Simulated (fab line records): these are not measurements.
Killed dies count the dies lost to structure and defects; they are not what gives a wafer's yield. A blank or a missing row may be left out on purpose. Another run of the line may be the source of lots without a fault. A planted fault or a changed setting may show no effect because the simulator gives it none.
fab line records	flow sky130
record: lots: 5	wafers: 15	last_day: 50
route steps=708 shown PASSIVATION@688 PAD_OPEN@694
lots that met no fault: from a run of the same line without faults
start_h: hours from the record's first day to the start of the lot's first wafer shown	wait_h: how many hours have passed since the lot's step before this one	" same as the row above	L1.1+2: one row covering several wafers at once	- no value, or no start given	* or withheld: withheld	< > ~ a bound
route shown NAME@n: names a module that has steps shown in the file, with the first one's number in the route	usual: mean/standard deviation taken from wafers without a fault	same: alike in all rows	chamber/n: place in a boat	sites: each site's reading	_std_site: how widely they spread, as a standard deviation	_edge_site: the outer-site mean with the inner-site mean subtracted	radius_mm: for every site, how far away it sits from the centre of the wafer	mask NAME#n: copy n	behind: the last tool/chamber to shape the wafer	hold: reason for holding the lot/hours on hold/outcome of the hold	device: whichever transistor did not switch (one of n, p or np)	end of line: the tests these same wafers got at the end of their route	a step with no rows: only its recipe	killed: dies lost to structure and defects at the first sort, not the wafer's yield	map: the dies of a wafer, with x for killed, . for not killed, _ for no die there
set.NAME: setting as actually run; set.NAME@STEP: the setting as run at that earlier step	model.NAME: the simulator's own value behind a step, which no gauge read
certain route steps with their lots: each step a table, each wafer a row
services: the hour from which a tool's chamber was out of use, counted from the record's first day as start_h (under 0 if before that day), plus the number of hours and why
== steps ==
step: SKY_PASSIVATION_SOFTBAKE_07
recipe: temp_c: 110	time_s: withheld
lot.wafer	tool	chamber	start_h	wait_h
L080.2+3+6	litho_track-04	0	1086.93	0.1
L087.2+4+5	litho_track-01	0	1126.22	0.1
L088.2+3+6	litho_track-01	0	1149.37	0.1
L095.1+2+5	litho_track-02	0	1163.48	0.1
L096.4+5+6	litho_track-02	0	1173.13	0.1
step: SKY_PASSIVATION_EXPOSE_08
recipe: mask_id: NSM	target_cd_nm: 3000	na: 0.57	dose_mj: 260
usual: exposure_dose_mJ_cm2: 260.02/0.25
lot.wafer	tool	chamber	start_h	wait_h	mask	exposure_dose_mJ_cm2
L080.2	iline_stepper-02	0	-	-	NSM#0	260.34
L080.3	"	0	"	"	NSM#0	260.52
L080.6	"	0	"	"	NSM#0	260.07
L087.2	iline_stepper-02	0	-	-	NSM#0	259.64
L087.4	"	0	"	"	NSM#0	259.79
L087.5	"	0	"	"	NSM#0	259.30
L088.2	iline_stepper-01	0	-	-	NSM#0	260.25
L088.3	"	0	"	"	NSM#0	260.32
L088.6	"	0	"	"	NSM#0	259.97
L095.1	iline_stepper-02	0	-	-	NSM#0	260.29
L095.2	"	0	"	"	NSM#0	260.09
L095.5	"	0	"	"	NSM#0	260.32
L096.4	iline_stepper-02	0	-	-	NSM#0	260.21
L096.5	"	0	"	"	NSM#0	259.83
L096.6	"	0	"	"	NSM#0	259.62
step: SKY_PASSIVATION_PEB_09
recipe: temp_c: 115	time_s: withheld
lot.wafer	tool	chamber	start_h	wait_h
L080.2+3+6	litho_track-01	0	-	-
L087.2+4+5	litho_track-04	0	-	-
L088.2+3+6	litho_track-04	0	-	-
L095.1+2+5	litho_track-01	0	-	-
L096.4+5+6	litho_track-04	0	-	-
step: SKY_PASSIVATION_DEVELOP_10
recipe: develop_time_s: 60	dev_temp_c: 23
lot.wafer	tool	chamber	start_h	wait_h
L080.2+3+6	litho_track-01	0	-	-
L087.2+4+5	litho_track-04	0	-	-
L088.2+3+6	litho_track-04	0	-	-
L095.1+2+5	litho_track-01	0	-	-
L096.4+5+6	litho_track-04	0	-	-
step: SKY_PASSIVATION_ETCH_11
recipe: chemistry: CF4/O2	target_depth_nm: 725	stop_on: AlCu	source_w: 800	bias_w: 150	pressure_mtorr: 150	cf4_flow_sccm: 80	O2_flow_sccm: 10	time_s: 161.1
usual: chamber_pressure_mTorr: 150.01/0.12	drypump_motor_current_A: 5.7/0.42	oes_product_au: 0.974/0.0072	throttle_valve_pct: 5.964/0.0093
lot.wafer	tool	chamber	start_h	wait_h	chamber_pressure_mTorr	drypump_motor_current_A	oes_product_au	rf_hours_counter_h	throttle_valve_pct
L080.2	rie_diel-04	1	1097.74	-	149.97	5.7	0.979	21	5.972
L080.3	"	3	"	"	149.87	5.0	0.974	18	5.964
L080.6	"	3	"	"	150.26	5.0	0.985	-	5.983
L087.2	rie_diel-02	2	1135.09	-	150.22	6.3	0.974	20	5.963
L087.4	"	0	"	"	150.16	5.9	0.975	18	5.966
L087.5	"	1	"	"	149.99	5.4	0.973	-	5.967
L088.2	rie_diel-02	1	1158.54	-	150.06	5.4	0.965	23	5.965
L088.3	"	3	"	"	150.24	6.0	0.976	25	5.957
L088.6	"	2	"	"	149.95	6.3	0.975	-	5.957
L095.1	rie_diel-01	0	1172.19	-	150.11	5.5	0.968	20	5.963
L095.2	"	3	"	"	149.99	5.3	0.974	22	5.966
L095.5	"	0	"	"	149.85	5.5	0.987	-	5.972
L096.4	rie_diel-02	3	1181.89	-	149.92	6.0	0.987	25	5.970
L096.5	"	2	"	"	149.86	6.2	0.976	-	5.980
L096.6	"	3	"	"	149.83	6.0	0.972	-	5.953
step: SKY_PASSIVATION_STRIP_12
recipe: chemistry: O2/N2	power_w: 1400	pressure_mtorr: 1500	platen_temp_c: withheld	overash_fraction: 0.7	o2_flow_sccm: 3000	n2_flow_sccm: 300
usual: chamber_pressure_mTorr: 1500.0/1.3	drypump_motor_current_A: 5.7/0.45	oes_product_au: 0.662/0.0049	strip_time_to_endpoint_s: 31.49/0.12
lot.wafer	tool	chamber	start_h	wait_h	chamber_pressure_mTorr	drypump_motor_current_A	oes_product_au	rf_hours_counter_h	strip_time_to_endpoint_s
L080.2	plasma_asher-03	1	1097.85	0.1	1501.7	5.9	0.662	62	31.28
L080.3	"	1	"	"	1500.3	5.9	0.661	-	31.57
L080.6	"	0	"	"	1498.3	6.3	0.659	-	31.46
L087.2	plasma_asher-04	0	1135.20	0.1	1499.3	6.2	0.666	39	31.28
L087.4	"	1	"	"	1503.1	5.5	0.647	-	31.37
L087.5	"	1	"	"	1497.2	5.6	0.661	-	31.40
L088.2	plasma_asher-04	0	1158.65	0.1	1500.9	6.2	0.659	41	31.39
L088.3	"	0	"	"	1498.8	6.2	0.671	-	31.42
L088.6	"	1	"	"	1499.9	5.6	0.663	-	31.38
L095.1	plasma_asher-04	0	1172.30	0.1	1498.3	6.2	0.661	42	31.48
L095.2	"	1	"	"	1501.7	5.6	0.664	42	31.63
L095.5	"	1	"	"	1502.2	5.6	0.660	-	31.49
L096.4	plasma_asher-03	1	1182.03	0.1	1499.0	5.9	0.658	-	31.59
L096.5	"	0	"	"	1500.9	6.3	0.663	-	31.39
L096.6	"	1	"	"	1499.2	5.9	0.666	-	31.51
step: SKY_PAD_OPEN_DEHYDRATE_00
recipe: temp_c: 200	time_s: 60
lot.wafer	tool	chamber	start_h	wait_h
L080.2+3+6	litho_track-01	0	1107.37	9.5
L087.2+4+5	litho_track-02	0	1144.70	9.5
L088.2+3+6	litho_track-02	0	1167.15	8.5
L095.1+2+5	litho_track-01	0	1180.69	8.4
L096.4+5+6	litho_track-01	0	1189.27	7.2
step: SKY_PAD_OPEN_HMDS_01
recipe: prime_time_s: 59.09	prime_temp_c: 120
lot.wafer	tool	chamber	start_h	wait_h
L080.2+3+6	litho_track-01	0	1107.52	0.1
L087.2+4+5	litho_track-02	0	1144.85	0.1
L088.2+3+6	litho_track-02	0	1167.30	0.1
L095.1+2+5	litho_track-01	0	1180.84	0.1
L096.4+5+6	litho_track-01	0	1189.42	0.1
step: SKY_PAD_OPEN_COAT_02
recipe: spin_rpm: 2000	resist_thk_nm: 3000
usual: dispense_pressure_kPa: 46/3.9
lot.wafer	tool	chamber	start_h	wait_h	dispense_pressure_kPa
L080.2	litho_track-01	0	1107.67	0.1	43
L080.3	"	0	"	"	43
L080.6	"	0	"	"	43
L087.2	litho_track-02	0	1145.00	0.1	52
L087.4	"	0	"	"	52
L087.5	"	0	"	"	52
L088.2	litho_track-02	0	1167.45	0.1	52
L088.3	"	0	"	"	52
L088.6	"	0	"	"	52
L095.1	litho_track-01	0	1180.99	0.1	43
L095.2	"	0	"	"	43
L095.5	"	0	"	"	43
L096.4	litho_track-01	0	1189.57	0.1	43
L096.5	"	0	"	"	43
L096.6	"	0	"	"	43
step: SKY_PAD_OPEN_SOFTBAKE_03
recipe: temp_c: 110	time_s: withheld
lot.wafer	tool	chamber	start_h	wait_h
L080.2+3+6	litho_track-01	0	1107.82	0.1
L087.2+4+5	litho_track-02	0	1145.16	0.1
L088.2+3+6	litho_track-02	0	1167.61	0.1
L095.1+2+5	litho_track-01	0	1181.14	0.1
L096.4+5+6	litho_track-01	0	1189.74	0.1
step: SKY_PAD_OPEN_EXPOSE_04
recipe: mask_id: PDM	target_cd_nm: 60000	na: 0.57	dose_mj: 260
usual: exposure_dose_mJ_cm2: 260.04/0.28
lot.wafer	tool	chamber	start_h	wait_h	mask	exposure_dose_mJ_cm2
L080.2	iline_stepper-01	0	-	-	PDM#0	260.75
L080.3	"	0	"	"	PDM#0	260.42
L080.6	"	0	"	"	PDM#0	260.81
L087.2	iline_stepper-01	0	-	-	PDM#0	259.99
L087.4	"	0	"	"	PDM#0	259.78
L087.5	"	0	"	"	PDM#0	259.97
L088.2	iline_stepper-02	0	-	-	PDM#0	259.78
L088.3	"	0	"	"	PDM#0	260.00
L088.6	"	0	"	"	PDM#0	260.04
L095.1	iline_stepper-02	0	-	-	PDM#0	259.77
L095.2	"	0	"	"	PDM#0	259.52
L095.5	"	0	"	"	PDM#0	259.51
L096.4	iline_stepper-01	0	-	-	PDM#0	260.38
L096.5	"	0	"	"	PDM#0	259.98
L096.6	"	0	"	"	PDM#0	260.27
step: SKY_PAD_OPEN_PEB_05
recipe: temp_c: 115	time_s: withheld
lot.wafer	tool	chamber	start_h	wait_h
L080.2+3+6	litho_track-03	0	-	-
L087.2+4+5	litho_track-01	0	-	-
L088.2+3+6	litho_track-02	0	-	-
L095.1+2+5	litho_track-01	0	-	-
L096.4+5+6	litho_track-03	0	-	-
step: SKY_PAD_OPEN_DEVELOP_06
recipe: develop_time_s: 60	dev_temp_c: 23
lot.wafer	tool	chamber	start_h	wait_h
L080.2+3+6	litho_track-03	0	-	-
L087.2+4+5	litho_track-01	0	-	-
L088.2+3+6	litho_track-02	0	-	-
L095.1+2+5	litho_track-01	0	-	-
L096.4+5+6	litho_track-03	0	-	-
step: SKY_PAD_OPEN_ETCH_07
recipe: chemistry: CF4/O2	target_depth_nm: 725	stop_on: AlCu	source_w: 800	bias_w: 150	pressure_mtorr: 150	cf4_flow_sccm: 80	O2_flow_sccm: 10	time_s: 161.1
usual: chamber_pressure_mTorr: 149.98/0.13	drypump_motor_current_A: 5.5/0.37	oes_product_au: 0.975/0.0071	throttle_valve_pct: 5.964/0.0088
lot.wafer	tool	chamber	start_h	wait_h	chamber_pressure_mTorr	drypump_motor_current_A	oes_product_au	rf_hours_counter_h	throttle_valve_pct
L080.2	rie_diel-03	2	1117.93	-	150.05	5.1	0.977	4	5.965
L080.3	"	0	"	"	150.06	5.9	0.974	8	5.955
L080.6	"	0	"	"	150.04	5.9	0.983	-	5.977
L087.2	rie_diel-03	2	1153.89	-	150.13	5.1	0.965	6	5.958
L087.4	"	1	"	"	149.96	5.4	0.983	21	5.975
L087.5	"	3	"	"	149.86	5.4	0.982	-	5.964
L088.2	rie_diel-03	3	1175.98	-	149.85	5.4	0.961	22	5.963
L088.3	"	1	"	"	149.75	5.4	0.967	21	5.960
L088.6	"	1	"	"	150.02	5.4	0.988	-	5.974
L095.1	rie_diel-03	0	1189.19	-	149.97	5.9	0.968	11	5.975
L095.2	"	1	"	"	149.91	5.4	0.972	22	5.958
L095.5	"	2	"	"	149.95	5.1	0.987	-	5.961
L096.4	rie_diel-04	1	1198.08	-	149.86	5.7	0.982	25	5.974
L096.5	"	2	"	"	149.95	5.3	0.978	-	5.965
L096.6	"	3	"	"	150.10	5.0	0.987	-	5.978
step: SKY_PAD_OPEN_STRIP_08
recipe: chemistry: O2/N2	power_w: 1400	pressure_mtorr: 1500	platen_temp_c: withheld	overash_fraction: 0.7	o2_flow_sccm: 3000	n2_flow_sccm: 300
usual: chamber_pressure_mTorr: 1500.0/1.4	drypump_motor_current_A: 5.8/0.44	oes_product_au: 0.662/0.0048	strip_time_to_endpoint_s: 37.02/0.11
lot.wafer	tool	chamber	start_h	wait_h	chamber_pressure_mTorr	drypump_motor_current_A	oes_product_au	rf_hours_counter_h	strip_time_to_endpoint_s
L080.2	plasma_asher-01	1	1118.03	0.1	1498.9	6.2	0.664	99	37.14
L080.3	"	1	"	"	1503.3	6.2	0.662	-	37.07
L080.6	"	1	"	"	1499.5	6.2	0.664	-	37.07
L087.2	plasma_asher-03	0	1154.00	0.1	1498.9	6.3	0.662	67	37.03
L087.4	"	1	"	"	1499.4	5.9	0.655	-	36.92
L087.5	"	1	"	"	1502.4	5.9	0.672	-	36.97
L088.2	plasma_asher-01	1	1176.08	0.1	1501.9	6.2	0.654	105	37.20
L088.3	"	1	"	"	1500.2	6.2	0.659	-	37.18
L088.6	"	0	"	"	1497.8	5.4	0.660	-	37.26
L095.1	plasma_asher-01	0	1189.30	0.1	1500.4	5.4	0.661	107	37.03
L095.2	"	1	"	"	1499.7	6.2	0.663	107	36.95
L095.5	"	0	"	"	1501.0	5.4	0.659	-	37.04
L096.4	plasma_asher-01	0	1198.22	0.1	1496.9	5.4	0.664	-	37.08
L096.5	"	1	"	"	1498.4	6.2	0.657	-	37.04
L096.6	"	0	"	"	1499.7	5.4	0.664	-	37.03
step: SKY_PAD_OPEN_STRIP_09
recipe: chemistry: post_etch_residue_remover	time_s: 1200	temp_c: 72.5
lot.wafer	tool	chamber	start_h	wait_h
L080.2+3+6	wet_bench-04	0	1118.13	0.1
L087.2+4+5	wet_bench-04	3	1154.10	0.1
L088.2+3+6	wet_bench-04	1	1176.18	0.1
L095.1+2+5	wet_bench-01	1	1189.40	0.1
L096.4+5+6	wet_bench-03	1	1198.28	0.0
step: SKY_PAD_OPEN_CLEAN_10
recipe: chemistry: IPA	time_s: 180	temp_c: 25
lot.wafer	tool	chamber	start_h	wait_h
L080.2+3+6	wet_bench-01	0	1118.54	0.0
L087.2+4+5	wet_bench-01	0	1154.44	0.0
L088.2+3+6	wet_bench-04	0	1176.52	0.0
L095.1+2+5	wet_bench-03	2	1189.80	0.0
L096.4+5+6	wet_bench-03	0	1198.62	0.0
step: SKY_PAD_OPEN_CLEAN_11
recipe: chemistry: O3/DIW	dry: n2_spin
lot.wafer	tool	chamber	start_h	wait_h
L080.2+3+6	wet_bench-04	1	1118.60	0.0
L087.2+4+5	wet_bench-03	2	1154.50	0.0
L088.2+3+6	wet_bench-04	0	1176.58	0.0
L095.1+2+5	wet_bench-04	3	1189.86	0.0
L096.4+5+6	wet_bench-01	2	1198.69	0.0
step: SKY_PAD_OPEN_ANNEAL_12
recipe: temp_c: 400	time_s: withheld	ambient: N2/H2	idle_temp_c: 300	ramp_up_c_per_min: 8	ramp_down_c_per_min: 4
usual: spike_tc_top_C: 428/6.7	zone_power_centre_pct: 4.6/0.34	zone_power_lower_pct: 4.4/0.35
lot.wafer	tool	chamber	start_h	wait_h	spike_tc_top_C	zone_power_centre_pct	zone_power_lower_pct
L080.2	furnace-01	0	1118.71	0.0	434	4.9	4.1
L080.3	"	0	"	"	436	4.8	4.1
L080.6	"	0	"	"	434	4.9	4.0
L087.2	furnace-02	0	1154.59	0.0	421	4.2	4.8
L087.4	"	0	"	"	421	4.3	4.7
L087.5	"	0	"	"	422	4.2	4.7
L088.2	furnace-01	0	1176.67	0.0	434	4.9	4.1
L088.3	"	0	"	"	435	4.9	4.0
L088.6	"	0	"	"	434	5.0	4.0
L095.1	furnace-02	0	1189.95	0.0	419	4.3	4.8
L095.2	"	0	"	"	421	4.2	4.8
L095.5	"	0	"	"	421	4.2	4.7
L096.4	furnace-01	0	1198.79	0.0	435	4.9	4.1
L096.5	"	0	"	"	432	4.9	4.1
L096.6	"	0	"	"	432	4.9	4.1
step: SKY_PAD_OPEN_BOW_MEAS_13
recipe: mode: bow
usual: PAD_OPEN_BOW: 49/8.5
lot.wafer	tool	chamber	start_h	wait_h	PAD_OPEN_BOW[um]
L080.2	film_metro-01	-	1120.23	-	41
L080.3	"	-	"	"	44
L080.6	"	-	"	"	54
L087.2	film_metro-04	-	1156.11	-	61
L087.4	"	-	"	"	55
L087.5	"	-	"	"	45
L088.2	film_metro-04	-	1178.19	-	54
L088.3	"	-	"	"	36
L088.6	"	-	"	"	44
L095.1	film_metro-04	-	1191.45	-	39
L095.2	"	-	"	"	40
L095.5	"	-	"	"	33
L096.4	film_metro-04	-	1200.35	-	52
L096.5	"	-	"	"	41
L096.6	"	-	"	"	36
step: SKY_PAD_OPEN_PROBE_99
usual: defect_limited_yield: 82.5/2.1	killed_at_M0_to_M3: 43/7.7	killed_at_M4_up: 3.4/1.9	killed_at_contacts: 25/5.6	killed_at_front_end: 14/4.3	killed_at_other: 0.2/0.5	killed_dies: 86/10	killed_open: 47/7.2	killed_short: 39/6.7	sort_bin_3_pad_short: 0.9/0.46	sort_bin_5_function: 10.4/1.5	sort_bin_6_memory: 6.2/1.2	sort_n_pass: 406/10	sort_yield_pct: 82.5/2.1
same: gross_dies: 492	killed_at_back_side: 0	sort_bin_4_leakage[%]: 0	sort_bin_8_speed[%]: 0
lot.wafer	tool	chamber	start_h	wait_h	defect_limited_yield[%]	killed_at_M0_to_M3	killed_at_M4_up	killed_at_contacts	killed_at_front_end	killed_at_other	killed_dies	killed_open	killed_short	sort_bin_3_pad_short[%]	sort_bin_5_function[%]	sort_bin_6_memory[%]	sort_n_pass	sort_yield_pct[%]
L080.2	prober-02	-	1120.38	0.1	81.5	47	2	24	18	0	91	56	35	0.2	12.4	5.9	401	81.5
L080.3	prober-02	-	1120.43	0.2	85.4	37	4	26	5	0	72	42	30	0.2	8.5	5.9	420	85.4
L080.6	prober-02	-	1120.58	0.2	83.5	42	1	21	17	0	81	51	30	0.6	12.0	3.9	411	83.5
killed by level:class
L080.2 METAL2:geometric_particle:short=11 CONTACT:geometric_particle:open=9 VIA1:geometric_particle:open=8 LI_CONTACT:geometric_particle:open=8 VIA3:geometric_particle:open=8 VIA2:geometric_particle:open=6 POLY_GATE:geometric_particle:open=5 FIELD_ISO:geometric_particle:open=4
L080.3 CONTACT:geometric_particle:open=11 VIA1:geometric_particle:open=11 LI_CONTACT:geometric_particle:open=7 VIA3:geometric_particle:open=6 METAL1:geometric_particle:short=5 POLY_GATE:geometric_particle:short=4 LI_CONTACT:geometric_particle:short=3 VIA1:geometric_particle:short=3
L080.6 VIA1:geometric_particle:open=14 CONTACT:geometric_particle:open=7 LI_CONTACT:geometric_particle:open=5 LI_CONTACT:geometric_particle:short=5 VIA1:geometric_particle:short=5 METAL2:geometric_particle:short=5 FIELD_ISO:geometric_particle:short=4 FIELD_ISO:geometric_particle:open=4
== services ==
tool	chamber	start_h	hours	kind
rie_diel-03	0	1073.54	5.6	repair
rie_diel-04	0	1074.41	38.8	repair
rie_diel-01	0	1076.94	6.2	repair
plasma_asher-04	-	1079.70	2.8	pm
furnace-01	-	1081.59	3.2	pm
rie_diel-01	2	1087.04	7.2	repair
rie_diel-01	3	1099.12	5.6	repair
furnace-01	-	1100.39	3.0	pm
iline_stepper-01	-	1109.83	3.7	repair
rie_diel-04	0	1130.65	30.7	repair
rie_diel-01	1	1131.29	15.0	repair
rie_diel-02	1	1148.38	1.5	repair
wet_bench-03	-	1156.73	3.1	repair
furnace-02	-	1167.15	3.5	pm
rie_diel-04	-	1181.63	0.6	repair
iline_stepper-02	-	1183.06	4.4	pm
iline_stepper-02	-	1188.20	2.1	pm
iline_stepper-02	-	1190.29	-	consumable_replace:lamp
== key ==
fault none
